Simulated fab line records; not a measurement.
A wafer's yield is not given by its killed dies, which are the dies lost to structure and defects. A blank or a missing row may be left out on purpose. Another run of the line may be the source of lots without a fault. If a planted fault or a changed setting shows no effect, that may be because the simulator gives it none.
What tool caused it? ; flow gf180mcu ; 11 lots, 33 wafers sampled, at 2 steps of a route of 602

== WHAT THE GAUGES READ, wafer by wafer ==
GF_M3_CD_MEAS_14: the cd target is 280 nm.
lot;measured;on;cd-nm (nm)
L912;day 22 09:43;cd-sem-02;280.3 278.8 279.0
L915;day 23 11:55;cd-sem-01;279.8 279.6 279.4
L923;day 26 08:21;cd-sem-02;277.9 278.2 278.8
L925;day 27 06:04;cd-sem-02;280.9 281.5 281.2
L927;day 27 13:02;cd-sem-02;280.8 280.8 281.7
L926;day 27 16:43;cd-sem-01;280.4 280.1 280.9
L928;day 27 18:20;cd-sem-02;278.0 279.5 279.1
L929;day 27 21:59;cd-sem-01;282.6 282.1 282.6
L930;day 28 06:24;cd-sem-02;281.2 279.7 280.6
L931;day 28 12:59;cd-sem-01;279.6 279.0 279.0
L932;day 28 20:22;cd-sem-02;279.1 281.0 279.9

GF_M3_OVL_MEAS_15.
lot;measured;on;M3_OVL (nm)
L912;day 22 09:50;overlay-02;1 0 -6
L915;day 23 12:02;overlay-02;5 0 4
L923;day 26 08:26;overlay-02;-4 -10 -6
L925;day 27 06:11;overlay-01;4 0 1
L927;day 27 13:07;overlay-01;-9 -13 -7
L926;day 27 16:50;overlay-01;1 1 3
L928;day 27 18:26;overlay-02;-1 2 3
L929;day 27 22:05;overlay-02;1 -2 0
L930;day 28 06:31;overlay-01;5 -3 3
L931;day 28 13:05;overlay-01;2 9 3
L932;day 28 20:29;overlay-01;-1 5 5

== WHICH TOOL RAN EACH LOT (tool, then ch and the chambers of the sampled wafers, then the start) ==
No process step before these readings appears in the record.

== AS READ BY THE TOOLS THEMSELVES (means over the sampled wafers that have a number; for cases with no such wafer, the mark the record gives instead) ==
The record holds no such reading with a usual standard deviation.

== THE ANSWER, worked out from the rows above alone ==
Rule: what is usual is taken from the lots themselves. The widest of any qualifying gaps counts: lots, ordered by their means at a reading, are off when they make up no more than a third of the lots, leave a main group of 4 or more, and stand apart from it by 3 or more times the standard deviation of that group's means. If all means in a main group match to the digits the tables above print for the reading, that group is not used. Also off: a lot with no number at a reading for which 4 or more lots have one. All remaining lots with rows at the step are treated as sound. After the gauges, taken in route order, come the tools' own readings; for these a lot's mean is taken, as printed above. The first step at which some lot is off is used, and at that step the reading that is off furthest; a lot without a number counts as furthest.
Nothing can be told from this: no lot is off at any reading shown.

== WHAT THE SIMULATOR HAD PUT IN ==
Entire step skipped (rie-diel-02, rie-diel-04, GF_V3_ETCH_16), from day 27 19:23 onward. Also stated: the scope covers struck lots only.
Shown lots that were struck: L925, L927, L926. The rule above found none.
